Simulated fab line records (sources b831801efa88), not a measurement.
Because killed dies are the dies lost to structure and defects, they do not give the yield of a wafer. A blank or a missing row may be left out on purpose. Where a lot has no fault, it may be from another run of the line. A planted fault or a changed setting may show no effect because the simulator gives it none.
fab line records -- flow sky130
[record] lots = 14, wafers = 42, lastDay = 50
route steps=708 shown FIELD_ISO@1 PWDE@51 VT_ADJUST_HVTP@92 PAD_OPEN@708
lots that met no fault: taken from a fault-free run of the same line
startH: start of the lot's first displayed wafer, in hours after the record's first day -- waitH: hours from the lot's prior step to this one -- " repeats the value in the row above -- L1.1+2: a row that stands for several wafers -- - no value, or no start given -- * or withheld: withheld -- < > ~ a bound
route shown NAME@n: a module of which the file shows steps, and the number in the route of the first -- usual: mean and standard deviation over wafers with no fault -- same: alike in all rows -- chamber/n: place in a boat -- sites: readings site by site -- _std_site: their standard deviation -- _edge_site: outer sites' mean less inner sites' -- radiusMm: for every site, how far away it sits from the centre of the wafer -- mask NAME#n: copy n -- behind: the tool/chamber that last shaped the wafer -- hold: what put the lot on hold/how long, in hours/how the hold closed -- device: the n, p or np transistor that did not switch -- end of line: tests run on the same wafers once the route is complete -- for a step that has no rows: nothing shown but its recipe -- killed: the dies lost at the first sort to structure and to defects; this is not the yield of the wafer -- map: dies across one wafer; x = killed, . = not, _ = none there
set.NAME: setting as actually run; set.NAME@STEP: the setting as run at that earlier step -- model.NAME: the simulator's own value behind a step, which no gauge read
the route's steps for a sample of lots (tables are steps, rows are wafers)
[[steps]]
[step SKY_FIELD_ISO_BOW_MEAS_00]
[recipe] mode = bow
[usual] INCOMING_BOW = -1/6.4
lot.wafer,tool,chamber,startH,waitH,INCOMING_BOW[um]
L780.1,filmMetro-01,-,10.00,-,-3
L780.2,filmMetro-01,-,10.00,-,10
L780.3,filmMetro-01,-,10.00,-,-9
L781.3,filmMetro-01,-,15.04,-,0
L781.4,filmMetro-01,-,15.04,-,-3
L781.5,filmMetro-01,-,15.04,-,-4
L783.4,filmMetro-03,-,25.06,-,0
L783.5,filmMetro-03,-,25.06,-,-2
L783.6,filmMetro-03,-,25.06,-,-5
L784.1,filmMetro-04,-,30.00,-,-6
L784.2,filmMetro-04,-,30.00,-,1
L784.4,filmMetro-04,-,30.00,-,-9
L785.2,filmMetro-01,-,35.02,-,5
L785.4,filmMetro-01,-,35.02,-,-3
L785.6,filmMetro-01,-,35.02,-,2
L788.2,filmMetro-01,-,50.02,-,-4
L788.3,filmMetro-01,-,50.02,-,11
L788.6,filmMetro-01,-,50.02,-,-13
L790.1,filmMetro-04,-,60.00,-,-2
L790.4,filmMetro-04,-,60.00,-,10
L790.6,filmMetro-04,-,60.00,-,4
L791.1,filmMetro-01,-,65.00,-,0
L791.3,filmMetro-01,-,65.00,-,12
L791.6,filmMetro-01,-,65.00,-,-3
L792.2,filmMetro-03,-,70.02,-,-5
L792.5,filmMetro-03,-,70.02,-,-7
L792.6,filmMetro-03,-,70.02,-,5
L793.2,filmMetro-04,-,75.02,-,-2
L793.4,filmMetro-04,-,75.02,-,5
L793.5,filmMetro-04,-,75.02,-,-1
L795.2,filmMetro-01,-,85.02,-,6
L795.3,filmMetro-01,-,85.02,-,1
L795.4,filmMetro-01,-,85.02,-,-15
L798.1,filmMetro-04,-,100.00,-,3
L798.2,filmMetro-04,-,100.00,-,0
L798.4,filmMetro-04,-,100.00,-,6
L800.1,filmMetro-03,-,110.00,-,3
L800.2,filmMetro-03,-,110.00,-,-5
L800.6,filmMetro-03,-,110.00,-,7
L802.3,filmMetro-01,-,120.04,-,2
L802.4,filmMetro-01,-,120.04,-,-5
L802.5,filmMetro-01,-,120.04,-,7
[step SKY_FIELD_ISO_THK_MEAS_04]
[recipe] reads = Si3N4_of_FIELD_ISO_CVD_03
[usual] FIELD_ISO_CVD_03_THK = 164.7/1.5
lot.wafer,tool,chamber,startH,waitH,FIELD_ISO_CVD_03_THK[nm]
L780.1,filmMetro-04,-,13.94,0.0,165.2
L780.2,filmMetro-04,-,13.94,0.0,166.3
L780.3,filmMetro-04,-,13.94,0.0,166.2
L781.3,filmMetro-04,-,20.24,0.0,164.6
L781.4,filmMetro-04,-,20.24,0.0,164.9
L781.5,filmMetro-04,-,20.24,0.0,165.8
L783.4,filmMetro-01,-,29.13,0.0,163.5
L783.5,filmMetro-01,-,29.13,0.0,163.0
L783.6,filmMetro-01,-,29.13,0.0,164.0
L784.1,filmMetro-03,-,37.06,0.0,163.9
L784.2,filmMetro-03,-,37.06,0.0,164.3
L784.4,filmMetro-03,-,37.06,0.0,165.7
L785.2,filmMetro-04,-,42.47,0.0,164.5
L785.4,filmMetro-04,-,42.47,0.0,164.0
L785.6,filmMetro-04,-,42.47,0.0,165.6
L788.2,filmMetro-04,-,56.01,0.0,163.2
L788.3,filmMetro-04,-,56.01,0.0,164.5
L788.6,filmMetro-04,-,56.01,0.0,164.0
L790.1,filmMetro-01,-,64.07,0.0,165.8
L790.4,filmMetro-01,-,64.07,0.0,165.3
L790.6,filmMetro-01,-,64.07,0.0,166.1
L791.1,filmMetro-04,-,70.26,0.0,166.4
L791.3,filmMetro-04,-,70.26,0.0,167.4
L791.6,filmMetro-04,-,70.26,0.0,166.2
L792.2,filmMetro-03,-,74.55,0.0,165.1
L792.5,filmMetro-03,-,74.55,0.0,163.2
L792.6,filmMetro-03,-,74.55,0.0,164.8
L793.2,filmMetro-04,-,79.13,0.0,159.1
L793.4,filmMetro-04,-,79.13,0.0,160.5
L793.5,filmMetro-04,-,79.13,0.0,159.9
L795.2,filmMetro-01,-,88.49,0.0,162.6
L795.3,filmMetro-01,-,88.49,0.0,163.1
L795.4,filmMetro-01,-,88.49,0.0,165.8
L798.1,filmMetro-04,-,103.83,0.0,164.9
L798.2,filmMetro-04,-,103.83,0.0,165.1
L798.4,filmMetro-04,-,103.83,0.0,165.9
L800.1,filmMetro-03,-,114.46,0.0,166.4
L800.2,filmMetro-03,-,114.46,0.0,166.3
L800.6,filmMetro-03,-,114.46,0.0,166.3
L802.3,filmMetro-01,-,123.50,0.0,164.4
L802.4,filmMetro-01,-,123.50,0.0,165.7
L802.5,filmMetro-01,-,123.50,0.0,166.4
[step SKY_PWDE_DEVELOP_06]
[recipe] wallAngleDeg = 90, developer = TMAH, developTimeS = 60, devTempC = 23
[usual] developerTempC = 23.02/0.1
lot.wafer,tool,chamber,startH,waitH,developerTempC
L780.1,lithoTrack-04,0,68,-,23.27
L780.2,lithoTrack-04,0,68,-,23.18
L780.3,lithoTrack-04,0,68,-,23.13
L781.3,lithoTrack-03,0,74,-,23.12
L781.4,lithoTrack-03,0,74,-,22.89
L781.5,lithoTrack-03,0,74,-,22.89
L783.4,lithoTrack-02,0,86,-,22.99
L783.5,lithoTrack-02,0,87,-,23.12
L783.6,lithoTrack-02,0,87,-,23.08
L784.1,lithoTrack-02,0,93,-,23.01
L784.2,lithoTrack-02,0,93,-,22.87
L784.4,lithoTrack-02,0,93,-,23.12
L785.2,lithoTrack-03,0,100,-,23.05
L785.4,lithoTrack-03,0,100,-,23.10
L785.6,lithoTrack-03,0,100,-,23.16
L788.2,lithoTrack-03,0,114,-,23.09
L788.3,lithoTrack-03,0,114,-,22.99
L788.6,lithoTrack-03,0,114,-,22.98
L790.1,lithoTrack-02,0,122,-,22.88
L790.4,lithoTrack-02,0,122,-,22.93
L790.6,lithoTrack-02,0,123,-,22.94
L791.1,lithoTrack-03,0,131,-,23.22
L791.3,lithoTrack-03,0,131,-,23.03
L791.6,lithoTrack-03,0,131,-,23.07
L792.2,lithoTrack-03,0,137,-,24.02
L792.5,lithoTrack-03,0,137,-,24.05
L792.6,lithoTrack-03,0,137,-,23.95
L793.2,lithoTrack-03,0,142,-,23.98
L793.4,lithoTrack-03,0,142,-,23.78
L793.5,lithoTrack-03,0,142,-,23.84
L795.2,lithoTrack-02,0,151,-,23.06
L795.3,lithoTrack-02,0,151,-,22.89
L795.4,lithoTrack-02,0,151,-,23.02
L798.1,lithoTrack-04,0,170,-,22.98
L798.2,lithoTrack-04,0,170,-,22.97
L798.4,lithoTrack-04,0,170,-,22.94
L800.1,lithoTrack-04,0,181,-,23.00
L800.2,lithoTrack-04,0,181,-,23.09
L800.6,lithoTrack-04,0,181,-,23.03
L802.3,lithoTrack-02,0,189,-,22.95
L802.4,lithoTrack-02,0,189,-,22.85
L802.5,lithoTrack-02,0,189,-,22.97
[step SKY_VT_ADJUST_HVTP_CD_MEAS_07]
[recipe] targetCdNm = 380
[usual] cdNm = 380.0/2.5
lot.wafer,tool,chamber,startH,waitH,cdNm
L780.1,cdSem-02,-,123.17,0.1,380.5
L780.2,cdSem-02,-,123.17,0.1,381.4
L780.3,cdSem-02,-,123.17,0.1,382.3
L781.3,cdSem-02,-,129.70,0.1,379.2
L781.4,cdSem-02,-,129.70,0.1,380.2
L781.5,cdSem-02,-,129.70,0.1,380.2
L783.4,cdSem-02,-,144.83,0.1,381.9
L783.5,cdSem-02,-,144.83,0.1,383.8
L783.6,cdSem-02,-,144.83,0.1,381.9
L784.1,cdSem-02,-,150.51,0.1,379.1
L784.2,cdSem-02,-,150.51,0.1,377.5
L784.4,cdSem-02,-,150.51,0.1,381.4
L785.2,cdSem-01,-,158.94,0.1,376.1
L785.4,cdSem-01,-,158.94,0.1,374.9
L785.6,cdSem-01,-,158.94,0.1,374.5
L788.2,cdSem-01,-,174.09,0.1,383.4
L788.3,cdSem-01,-,174.09,0.1,385.0
L788.6,cdSem-01,-,174.09,0.1,384.9
L790.1,cdSem-01,-,184.21,0.1,379.2
L790.4,cdSem-01,-,184.21,0.1,377.3
L790.6,cdSem-01,-,184.21,0.1,377.1
L791.1,cdSem-01,-,193.42,0.1,384.8
L791.3,cdSem-01,-,193.42,0.1,383.9
L791.6,cdSem-01,-,193.42,0.1,382.8
L792.2,cdSem-02,-,200.48,0.1,376.0
L792.5,cdSem-02,-,200.48,0.1,376.3
L792.6,cdSem-02,-,200.48,0.1,378.0
L793.2,cdSem-01,-,205.38,0.1,381.5
L793.4,cdSem-01,-,205.38,0.1,383.3
L793.5,cdSem-01,-,205.38,0.1,381.4
L795.2,cdSem-02,-,215.98,0.1,379.1
L795.3,cdSem-02,-,215.98,0.1,379.7
L795.4,cdSem-02,-,215.98,0.1,379.2
L798.1,cdSem-01,-,237.31,0.1,381.9
L798.2,cdSem-01,-,237.31,0.1,377.9
L798.4,cdSem-01,-,237.31,0.1,381.1
L800.1,cdSem-02,-,249.16,0.1,379.3
L800.2,cdSem-02,-,249.16,0.1,378.8
L800.6,cdSem-02,-,249.16,0.1,380.3
L802.3,cdSem-01,-,258.41,0.1,379.1
L802.4,cdSem-01,-,258.41,0.1,378.7
L802.5,cdSem-01,-,258.41,0.1,380.5
[step SKY_PAD_OPEN_PROBE_99]
[usual] killed_at_M0_to_M3 = 42/7.2, killed_at_M4_up = 3.5/1.8, killedAtContacts = 25/5.7, killedAtFrontEnd = 16/4.6, killedAtOther = 0.2/0.41, killedDies = 86/9.3, killedOpen = 47/6.3, killedShort = 39/5.9
[same] grossDies = 492, killedAtBackSide = 0
lot.wafer,tool,chamber,startH,waitH,killed_at_M0_to_M3,killed_at_M4_up,killedAtContacts,killedAtFrontEnd,killedAtOther,killedDies,killedOpen,killedShort
L781.3,prober-01,-,1093.00,0.2,47,5,17,16,0,85,46,39
L781.4,prober-01,-,1093.05,0.2,62,4,23,7,1,97,55,42
L781.5,prober-01,-,1093.10,0.2,38,6,26,20,0,90,48,42
L785.2,prober-02,-,1114.44,0.1,47,5,27,23,1,103,57,46
L785.4,prober-02,-,1114.54,0.2,42,1,21,22,0,86,55,31
L785.6,prober-02,-,1114.64,0.2,41,3,27,14,1,86,46,40
L788.2,prober-01,-,1131.68,0.1,46,2,17,17,1,83,52,31
L788.3,prober-01,-,1131.73,0.2,38,5,29,23,0,95,53,42
L788.6,prober-01,-,1131.88,0.2,41,2,17,26,0,86,47,39
L791.1,prober-02,-,1146.49,0.1,42,3,33,10,0,88,49,39
L791.3,prober-02,-,1146.59,0.2,37,3,18,14,0,72,39,33
L791.6,prober-02,-,1146.74,0.2,35,4,25,20,0,84,45,39
L792.2,prober-01,-,1152.04,0.1,43,3,27,10,0,83,47,36
L792.5,prober-01,-,1152.19,0.2,42,5,19,19,1,86,49,37
L792.6,prober-01,-,1152.24,0.2,38,5,35,15,0,93,52,41
L793.2,prober-02,-,1155.85,0.1,33,4,23,21,0,81,39,42
L793.4,prober-02,-,1155.95,0.2,61,4,21,12,0,98,55,43
L793.5,prober-02,-,1156.00,0.2,43,4,25,12,0,84,46,38
L800.1,prober-01,-,1187.24,0.1,42,2,25,16,0,85,47,38
L800.2,prober-01,-,1187.29,0.1,41,4,29,11,0,85,42,43
L800.6,prober-01,-,1187.49,0.2,49,0,17,17,0,83,48,35
L802.3,prober-01,-,1193.69,0.2,38,4,20,23,0,85,47,38
L802.4,prober-01,-,1193.74,0.2,38,5,26,7,0,76,45,31
L802.5,prober-01,-,1193.79,0.2,47,3,23,18,0,91,47,44
// killed by level:class
L781.3 VIA1:geometricParticle:open=17 METAL1:geometricParticle:short=6 VIA3:geometricParticle:open=6 LI_CONTACT:geometricParticle:open=5 VIA3:geometricParticle:short=5 FIELD_ISO:geometricParticle:short=4 CONTACT:geometricParticle:short=4 VIA1:geometricParticle:short=4
L781.4 LI_CONTACT:geometricParticle:open=12 VIA3:geometricParticle:open=12 VIA1:geometricParticle:open=11 METAL1:geometricParticle:short=9 VIA1:geometricParticle:short=9 VIA2:geometricParticle:open=7 METAL2:geometricParticle:short=6 CONTACT:geometricParticle:open=5
L781.5 CONTACT:geometricParticle:open=12 VIA1:geometricParticle:open=7 METAL2:geometricParticle:short=7 VIA3:geometricParticle:open=6 SPACER:geometricParticle:short=6 CONTACT:geometricParticle:short=6 VIA2:geometricParticle:open=6 METAL1:geometricParticle:short=5
L785.2 VIA1:geometricParticle:open=12 CONTACT:geometricParticle:open=11 VIA1:geometricParticle:short=8 VIA3:geometricParticle:open=8 FIELD_ISO:geometricParticle:open=7 LI_CONTACT:geometricParticle:open=7 CONTACT:geometricParticle:short=6 FIELD_ISO:geometricParticle:short=5
L785.4 VIA1:geometricParticle:open=12 CONTACT:geometricParticle:open=9 VIA3:geometricParticle:open=8 FIELD_ISO:geometricParticle:open=7 LOCAL_INTERCONNECT:geometricParticle:short=7 SPACER:geometricParticle:open=6 METAL1:geometricParticle:short=5 FIELD_ISO:geometricParticle:short=4
L785.6 VIA1:geometricParticle:open=13 CONTACT:geometricParticle:open=9 VIA2:geometricParticle:open=7 FIELD_ISO:geometricParticle:open=6 CONTACT:geometricParticle:short=6 VIA2:geometricParticle:short=6 LI_CONTACT:geometricParticle:short=5 LI_CONTACT:geometricParticle:open=5
L788.2 VIA1:geometricParticle:open=15 VIA3:geometricParticle:open=11 VIA2:geometricParticle:open=7 FIELD_ISO:geometricParticle:open=5 LI_CONTACT:geometricParticle:short=5 LI_CONTACT:geometricParticle:open=5 VIA1:geometricParticle:short=5 FIELD_ISO:geometricParticle:short=4
L788.3 CONTACT:geometricParticle:open=12 VIA1:geometricParticle:open=11 VIA2:geometricParticle:open=9 POLY_GATE:geometricParticle:short=6 VIA1:geometricParticle:short=6 LI_CONTACT:geometricParticle:short=5 LI_CONTACT:geometricParticle:open=5 POLY_GATE:geometricParticle:open=4
L788.6 POLY_GATE:geometricParticle:short=13 VIA1:geometricParticle:open=9 CONTACT:geometricParticle:open=7 LI_CONTACT:geometricParticle:open=5 CONTACT:geometricParticle:short=5 VIA1:geometricParticle:short=5 METAL2:geometricParticle:short=5 VIA2:geometricParticle:open=5
L791.1 CONTACT:geometricParticle:open=16 VIA1:geometricParticle:open=10 METAL1:geometricParticle:short=8 VIA2:geometricParticle:open=7 LI_CONTACT:geometricParticle:open=6 CONTACT:geometricParticle:short=6 METAL2:geometricParticle:short=5 METAL1:geometricParticle:open=3
L791.3 CONTACT:geometricParticle:open=12 VIA1:geometricParticle:open=8 VIA1:geometricParticle:short=6 METAL2:geometricParticle:short=6 VIA3:geometricParticle:open=5 POLY_GATE:geometricParticle:short=4 METAL1:geometricParticle:short=4 FIELD_ISO:geometricParticle:short=3
L791.6 VIA1:geometricParticle:open=9 CONTACT:geometricParticle:open=9 CONTACT:geometricParticle:short=8 FIELD_ISO:geometricParticle:short=5 FIELD_ISO:geometricParticle:open=5 POLY_GATE:geometricParticle:short=5 METAL1:geometricParticle:short=5 LI_CONTACT:geometricParticle:open=4
L792.2 CONTACT:geometricParticle:open=14 METAL1:geometricParticle:short=7 VIA2:geometricParticle:open=7 VIA3:geometricParticle:open=6 POLY_GATE:geometricParticle:short=4 LI_CONTACT:geometricParticle:open=4 VIA1:geometricParticle:open=4 METAL2:geometricParticle:short=4
L792.5 VIA1:geometricParticle:open=10 VIA3:geometricParticle:open=9 VIA2:geometricParticle:open=7 LOCAL_INTERCONNECT:geometricParticle:short=5 POLY_GATE:geometricParticle:short=5 FIELD_ISO:geometricParticle:open=4 FIELD_ISO:geometricParticle:short=4 LI_CONTACT:geometricParticle:open=4
L792.6 VIA1:geometricParticle:open=13 LI_CONTACT:geometricParticle:open=11 CONTACT:geometricParticle:open=9 LOCAL_INTERCONNECT:geometricParticle:short=5 CONTACT:geometricParticle:short=5 FIELD_ISO:geometricParticle:short=4 POLY_GATE:geometricParticle:short=4 METAL2:geometricParticle:short=4
L793.2 VIA3:geometricParticle:open=9 LI_CONTACT:geometricParticle:open=7 FIELD_ISO:geometricParticle:short=6 VIA1:geometricParticle:open=6 CONTACT:geometricParticle:short=5 METAL1:geometricParticle:short=5 FIELD_ISO:geometricParticle:open=4 CONTACT:geometricParticle:open=4
L793.4 VIA3:geometricParticle:open=10 VIA1:geometricParticle:open=9 METAL2:geometricParticle:short=9 LI_CONTACT:geometricParticle:open=7 LOCAL_INTERCONNECT:geometricParticle:short=5 CONTACT:geometricParticle:open=5 METAL1:geometricParticle:short=5 VIA1:geometricParticle:short=5
L793.5 METAL2:geometricParticle:short=10 VIA1:geometricParticle:open=8 LI_CONTACT:geometricParticle:open=7 LOCAL_INTERCONNECT:geometricParticle:short=7 CONTACT:geometricParticle:open=7 VIA3:geometricParticle:open=6 VIA2:geometricParticle:open=5 POLY_CUT:geometricParticle:open=3
L800.1 VIA3:geometricParticle:open=10 CONTACT:geometricParticle:open=8 METAL2:geometricParticle:short=7 VIA2:geometricParticle:open=7 CONTACT:geometricParticle:short=5 POLY_GATE:geometricParticle:open=5 VIA1:geometricParticle:open=5 LI_CONTACT:geometricParticle:open=5
L800.2 CONTACT:geometricParticle:open=12 VIA1:geometricParticle:open=11 LOCAL_INTERCONNECT:geometricParticle:short=6 METAL1:geometricParticle:short=5 LI_CONTACT:geometricParticle:short=5 VIA2:geometricParticle:short=5 VIA3:geometricParticle:short=5 FIELD_ISO:geometricParticle:open=4
L800.6 VIA2:geometricParticle:open=11 CONTACT:geometricParticle:open=10 FIELD_ISO:geometricParticle:short=7 VIA1:geometricParticle:open=7 VIA3:geometricParticle:open=6 VIA1:geometricParticle:short=6 METAL1:geometricParticle:short=4 FIELD_ISO:geometricParticle:open=3
L802.3 VIA1:geometricParticle:open=17 FIELD_ISO:geometricParticle:short=7 LI_CONTACT:geometricParticle:open=7 POLY_GATE:geometricParticle:short=5 FIELD_ISO:geometricParticle:open=4 CONTACT:geometricParticle:short=4 CONTACT:geometricParticle:open=4 VIA2:geometricParticle:open=4
L802.4 CONTACT:geometricParticle:open=10 VIA1:geometricParticle:open=10 VIA3:geometricParticle:open=8 LI_CONTACT:geometricParticle:open=6 LOCAL_INTERCONNECT:geometricParticle:short=5 METAL2:geometricParticle:short=4 VIA2:geometricParticle:short=4 VIA2:geometricParticle:open=4
L802.5 VIA1:geometricParticle:open=11 VIA2:geometricParticle:open=9 CONTACT:geometricParticle:open=7 CONTACT:geometricParticle:short=7 VIA1:geometricParticle:short=6 VIA3:geometricParticle:open=6 FIELD_ISO:geometricParticle:short=5 FIELD_ISO:geometricParticle:open=5
[[key]]
[firstSign] step = SKY_PWDE_DEVELOP_06, reading = developerTempC, direction = up, sigmas = 8.9, usual = *, struck = *
effect none on later readings
metAt SKY_PWDE_DEVELOP_06
struckLots L792,L793
testerLeftOut L792,L793
notActingAt SKY_FIELD_ISO_BOW_MEAS_00,SKY_FIELD_ISO_THK_MEAS_04,SKY_VT_ADJUST_HVTP_CD_MEAS_07
onsetBetween 131 137
[fault] kind = processParameterDrift, tool = lithoTrack-03, chamber = -, onsetH = 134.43, steps = SKY_PWDE_DEVELOP_06, channel = devTempC, offset = *, shape = step, endH = 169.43, actsIn = *, stated = *
// testerLeftOut: of these lots the tester's yield and bins aren't shown, on N5 and GAA mostly nor the transistor test; their killed dies are dies lost to structure and defects alone, not to doping, threshold or leakage, so they don't give the yield
